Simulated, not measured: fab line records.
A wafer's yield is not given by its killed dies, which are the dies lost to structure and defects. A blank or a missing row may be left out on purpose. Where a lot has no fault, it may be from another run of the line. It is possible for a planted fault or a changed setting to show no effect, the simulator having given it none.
Which of the tools did it? / flow gf180mcu / 39 wafers from 13 lots sampled at 6 of the route's 602 steps

== WHAT THE GAUGES SHOWED, per wafer ==
GF_STI_THK_MEAS_04.
lot=L956; measured=day 1 14:39; on=film_metro-01; STI_CVD_03_THK (nm)=208.1 207.2 205.1
lot=L957; measured=day 1 18:34; on=film_metro-01; STI_CVD_03_THK (nm)=205.0 204.6 206.4
lot=L958; measured=day 2 00:55; on=film_metro-01; STI_CVD_03_THK (nm)=208.1 206.3 207.3
lot=L959; measured=day 2 04:34; on=film_metro-01; STI_CVD_03_THK (nm)=207.5 205.2 205.6
lot=L960; measured=day 2 10:02; on=film_metro-03; STI_CVD_03_THK (nm)=209.7 207.9 209.1
lot=L961; measured=day 2 14:58; on=film_metro-01; STI_CVD_03_THK (nm)=204.2 203.6 203.9
lot=L962; measured=day 2 19:35; on=film_metro-02; STI_CVD_03_THK (nm)=208.1 208.9 209.2
lot=L968; measured=day 4 01:34; on=film_metro-01; STI_CVD_03_THK (nm)=208.3 207.4 206.8
lot=L973; measured=day 5 05:19; on=film_metro-01; STI_CVD_03_THK (nm)=207.0 206.6 206.6
lot=L974; measured=day 5 09:19; on=film_metro-03; STI_CVD_03_THK (nm)=208.6 209.1 207.8
lot=L976; measured=day 5 17:34; on=film_metro-01; STI_CVD_03_THK (nm)=205.3 205.6 205.7
lot=L977; measured=day 5 22:34; on=film_metro-03; STI_CVD_03_THK (nm)=207.5 208.9 208.4
lot=L978; measured=day 6 06:25; on=film_metro-03; STI_CVD_03_THK (nm)=206.1 205.6 206.9

GF_STI_THK_MEAS_24.
lot=L956; measured=day 2 04:04; on=film_metro-03; STI_CVD_23_THK (nm)=647 656 667
lot=L957; measured=day 2 09:11; on=film_metro-02; STI_CVD_23_THK (nm)=657 660 663
lot=L958; measured=day 2 15:12; on=film_metro-01; STI_CVD_23_THK (nm)=655 657 667
lot=L959; measured=day 2 18:52; on=film_metro-03; STI_CVD_23_THK (nm)=661 673 662
lot=L960; measured=day 3 00:16; on=film_metro-03; STI_CVD_23_THK (nm)=661 660 672
lot=L961; measured=day 3 04:47; on=film_metro-03; STI_CVD_23_THK (nm)=656 657 657
lot=L962; measured=day 3 09:34; on=film_metro-01; STI_CVD_23_THK (nm)=672 666 659
lot=L968; measured=day 4 17:29; on=film_metro-03; STI_CVD_23_THK (nm)=657 659 658
lot=L973; measured=day 5 21:52; on=film_metro-01; STI_CVD_23_THK (nm)=655 652 668
lot=L974; measured=day 6 02:35; on=film_metro-03; STI_CVD_23_THK (nm)=668 658 661
lot=L976; measured=day 6 10:05; on=film_metro-03; STI_CVD_23_THK (nm)=654 668 652
lot=L977; measured=day 6 15:07; on=film_metro-03; STI_CVD_23_THK (nm)=656 662 650
lot=L978; measured=day 6 23:34; on=film_metro-03; STI_CVD_23_THK (nm)=647 646 672

GF_MVSD_TW_MEAS_11.
lot=L956; measured=day 4 10:17; on=film_metro-04; MVSD_TW=1559 1553 1556
lot=L957; measured=day 4 17:41; on=film_metro-01; MVSD_TW=1551 1552 1558
lot=L958; measured=day 4 23:13; on=film_metro-04; MVSD_TW=1558 1560 1560
lot=L959; measured=day 5 03:08; on=film_metro-04; MVSD_TW=1561 1564 1555
lot=L960; measured=day 5 09:32; on=film_metro-02; MVSD_TW=1609 1607 1605
lot=L961; measured=day 5 14:26; on=film_metro-04; MVSD_TW=1579 1567 1558
lot=L962; measured=day 5 19:52; on=film_metro-04; MVSD_TW=1564 1569 1569
lot=L968; measured=day 7 09:59; on=film_metro-01; MVSD_TW=1658 1654 1658
lot=L973; measured=day 8 15:49; on=film_metro-04; MVSD_TW=1677 1677 1679 1686 1685 1681
lot=L974; measured=day 8 22:11; on=film_metro-02; MVSD_TW=1704 1699 1700 1698 1707 1700
lot=L976; measured=day 9 06:50; on=film_metro-02; MVSD_TW=1621 1614 1622
lot=L977; measured=day 9 11:16; on=film_metro-01; MVSD_TW=1557 1556 1557
lot=L978; measured=day 9 21:50; on=film_metro-02; MVSD_TW=1616 1618 1606

GF_VT_IMPLANT_OVL_MEAS_40.
lot=L956; measured=day 7 11:21; on=overlay-01; VT_IMPLANT_03_OVL (nm)=-0.1 -0.1 -0.9
lot=L957; measured=day 7 20:27; on=overlay-01; VT_IMPLANT_03_OVL (nm)=-1.9 -1.5 -2.8
lot=L958; measured=day 8 03:15; on=overlay-02; VT_IMPLANT_03_OVL (nm)=-3.2 -1.0 -3.1
lot=L959; measured=day 8 06:30; on=overlay-02; VT_IMPLANT_03_OVL (nm)=-1.4 -1.3 -1.7
lot=L960; measured=day 8 14:00; on=overlay-01; VT_IMPLANT_03_OVL (nm)=-0.9 -0.1 -2.1
lot=L961; measured=day 8 19:51; on=overlay-02; VT_IMPLANT_03_OVL (nm)=-1.6 -0.5 -2.2
lot=L962; measured=day 9 04:13; on=overlay-02; VT_IMPLANT_03_OVL (nm)=-3.4 -2.1 -2.3
lot=L968; measured=day 10 23:59; on=overlay-02; VT_IMPLANT_03_OVL (nm)=-3.9 -2.2 -1.8
lot=L973; measured=day 12 09:49; on=overlay-01; VT_IMPLANT_03_OVL (nm)=-0.9 -1.9 -2.0
lot=L974; measured=day 12 17:44; on=overlay-02; VT_IMPLANT_03_OVL (nm)=-1.7 -0.3 -0.6
lot=L976; measured=day 13 03:48; on=overlay-02; VT_IMPLANT_03_OVL (nm)=-3.9 -2.9 -3.1
lot=L977; measured=day 13 08:27; on=overlay-02; VT_IMPLANT_03_OVL (nm)=-1.4 1.1 -0.5
lot=L978; measured=day 13 20:33; on=overlay-02; VT_IMPLANT_03_OVL (nm)=-1.3 -1.0 -0.5

GF_VT_IMPLANT_RS_MEAS_46: a four-point-probe measurement.
lot=L956; measured=day 7 11:51; on=film_metro-04; MVSD_RS (ohm/sq)=458.9 457.7 458.8
lot=L957; measured=day 7 20:58; on=film_metro-01; MVSD_RS (ohm/sq)=455.6 455.6 457.1
lot=L958; measured=day 8 03:45; on=film_metro-02; MVSD_RS (ohm/sq)=455.6 456.4 457.8
lot=L959; measured=day 8 07:00; on=film_metro-02; MVSD_RS (ohm/sq)=455.9 456.7 457.2
lot=L960; measured=day 8 14:35; on=film_metro-01; MVSD_RS (ohm/sq)=456.2 455.9 457.0
lot=L961; measured=day 8 20:21; on=film_metro-01; MVSD_RS (ohm/sq)=458.3 456.5 456.8
lot=L962; measured=day 9 04:49; on=film_metro-02; MVSD_RS (ohm/sq)=453.9 455.9 454.6
lot=L968; measured=day 11 00:37; on=film_metro-01; MVSD_RS (ohm/sq)=406.1 408.0 406.8 406.8 407.1 407.3
lot=L973; measured=day 12 10:20; on=film_metro-04; MVSD_RS (ohm/sq)=406.3 406.7 407.6 406.6 407.4 407.2
lot=L974; measured=day 12 18:14; on=film_metro-01; MVSD_RS (ohm/sq)=407.5 408.0 407.4 407.6 407.3 407.4
lot=L976; measured=day 13 04:18; on=film_metro-02; MVSD_RS (ohm/sq)=456.5 456.7 456.4
lot=L977; measured=day 13 08:57; on=film_metro-02; MVSD_RS (ohm/sq)=456.5 456.5 457.0
lot=L978; measured=day 13 21:02; on=film_metro-01; MVSD_RS (ohm/sq)=457.7 456.8 456.9

== EACH LOT AND THE TOOL THAT RAN IT (in order: tool; ch and the chambers of the sampled wafers; start) ==
lot=L956; GF_MVSD_IMPLANT_08=implanter-04 ch 0, day 4 09:53
lot=L957; GF_MVSD_IMPLANT_08=implanter-02 ch 0, day 4 17:19
lot=L958; GF_MVSD_IMPLANT_08=implanter-01 ch 0, day 4 22:49
lot=L959; GF_MVSD_IMPLANT_08=implanter-01 ch 0, day 5 02:44
lot=L960; GF_MVSD_IMPLANT_08=implanter-04 ch 0, day 5 09:08
lot=L961; GF_MVSD_IMPLANT_08=implanter-04 ch 0, day 5 14:02
lot=L962; GF_MVSD_IMPLANT_08=implanter-02 ch 0, day 5 19:29
lot=L968; GF_MVSD_IMPLANT_08=implanter-04 ch 0, day 7 09:35
lot=L973; GF_MVSD_IMPLANT_08=implanter-04 ch 0, day 8 15:26
lot=L974; GF_MVSD_IMPLANT_08=implanter-04 ch 0, day 8 21:47
lot=L976; GF_MVSD_IMPLANT_08=implanter-02 ch 0, day 9 06:26
lot=L977; GF_MVSD_IMPLANT_08=implanter-02 ch 0, day 9 10:52
lot=L978; GF_MVSD_IMPLANT_08=implanter-02 ch 0, day 9 21:26
- GF_MVSD_IMPLANT_08

== AS READ BY THE TOOLS THEMSELVES (means over the sampled wafers that have a number; for cases with no such wafer, the mark the record gives instead) ==
GF_MVSD_IMPLANT_08.
lot=L956; tool=implanter-04; beam_on_s (s)=10.06; end_station_pressure_torr (Torr)=4.96e-06; faraday_current_uA=89.6
lot=L957; tool=implanter-02; beam_on_s (s)=9.96; end_station_pressure_torr (Torr)=5.29e-06; faraday_current_uA=90.8
lot=L958; tool=implanter-01; beam_on_s (s)=10.25; end_station_pressure_torr (Torr)=5.05e-06; faraday_current_uA=88.2
lot=L959; tool=implanter-01; beam_on_s (s)=10.03; end_station_pressure_torr (Torr)=5.23e-06; faraday_current_uA=90.1
lot=L960; tool=implanter-04; beam_on_s (s)=10.08; end_station_pressure_torr (Torr)=5.17e-06; faraday_current_uA=89.4
lot=L961; tool=implanter-04; beam_on_s (s)=10.18; end_station_pressure_torr (Torr)=5.04e-06; faraday_current_uA=88.7
lot=L962; tool=implanter-02; beam_on_s (s)=9.99; end_station_pressure_torr (Torr)=4.83e-06; faraday_current_uA=90.5
lot=L968; tool=implanter-04; beam_on_s (s)=12.73; end_station_pressure_torr (Torr)=5.27e-06; faraday_current_uA=70.7
lot=L973; tool=implanter-04; beam_on_s (s)=12.62; end_station_pressure_torr (Torr)=5.16e-06; faraday_current_uA=71.6
lot=L974; tool=implanter-04; beam_on_s (s)=12.42; end_station_pressure_torr (Torr)=5.00e-06; faraday_current_uA=72.6
lot=L976; tool=implanter-02; beam_on_s (s)=10.22; end_station_pressure_torr (Torr)=5.02e-06; faraday_current_uA=88.3
lot=L977; tool=implanter-02; beam_on_s (s)=10.19; end_station_pressure_torr (Torr)=4.99e-06; faraday_current_uA=88.7
lot=L978; tool=implanter-02; beam_on_s (s)=10.24; end_station_pressure_torr (Torr)=5.22e-06; faraday_current_uA=87.9

== THE ANSWER, worked out from the rows above alone ==
Rule: usual is defined by the lots themselves. The widest of any qualifying gaps counts: lots, ordered by their means at a reading, are off when they make up no more than a third of the lots, leave a main group of 4 or more, and stand apart from it by 3 or more times the standard deviation of that group's means. A main group whose means are all the same, to the digits that the tables above print for the reading, isn't used. Also off: a lot with no number at a reading for which 4 or more lots have one. All remaining lots with rows at the step are treated as sound. First the gauges in route order, then the tools' own readings, where a lot's mean is used as printed above. The first step at which some lot is off is used, and at that step the reading that is off furthest; a lot without a number counts as furthest.
Off: L968, L973, L974, seen at GF_VT_IMPLANT_RS_MEAS_46 (MVSD_RS). The main group: mean 456.6 ohm/sq, standard deviation 0.88.
If a tool, at a process step before that reading, ran all the lots that are off and no sound lot after the first of them, it fits. Not tried: the gauges at GF_VT_IMPLANT_RS_MEAS_46; whatever is off there is also off at GF_MVSD_IMPLANT_08, on other tools, and gauge error can't account for it. One candidate fits, namely implanter-04 at GF_MVSD_IMPLANT_08. A fault onset in the window from L961 (day 5 14:02, its last sound lot) to L968 (day 7 09:35, its first lot off) fits.
The tool's own readings at GF_MVSD_IMPLANT_08 bear it out: on the lots that are off they differ by more than 5 times the standard deviation of the sound lots' means. beam_on_s reads 12.59 s there against 10.12 s on the sound lots; faraday_current_uA reads 71.6 there against 89.2 on the sound lots.

== WHAT THE SIMULATOR HAD PUT IN ==
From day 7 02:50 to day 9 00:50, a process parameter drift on implanter-04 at GF_MVSD_IMPLANT_08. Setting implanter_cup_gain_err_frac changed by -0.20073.
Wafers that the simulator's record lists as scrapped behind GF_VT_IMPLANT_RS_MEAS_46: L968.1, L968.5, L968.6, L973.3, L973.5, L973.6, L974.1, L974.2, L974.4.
Lots struck among those shown: L968, L973, L974. Same finding as the rule above.
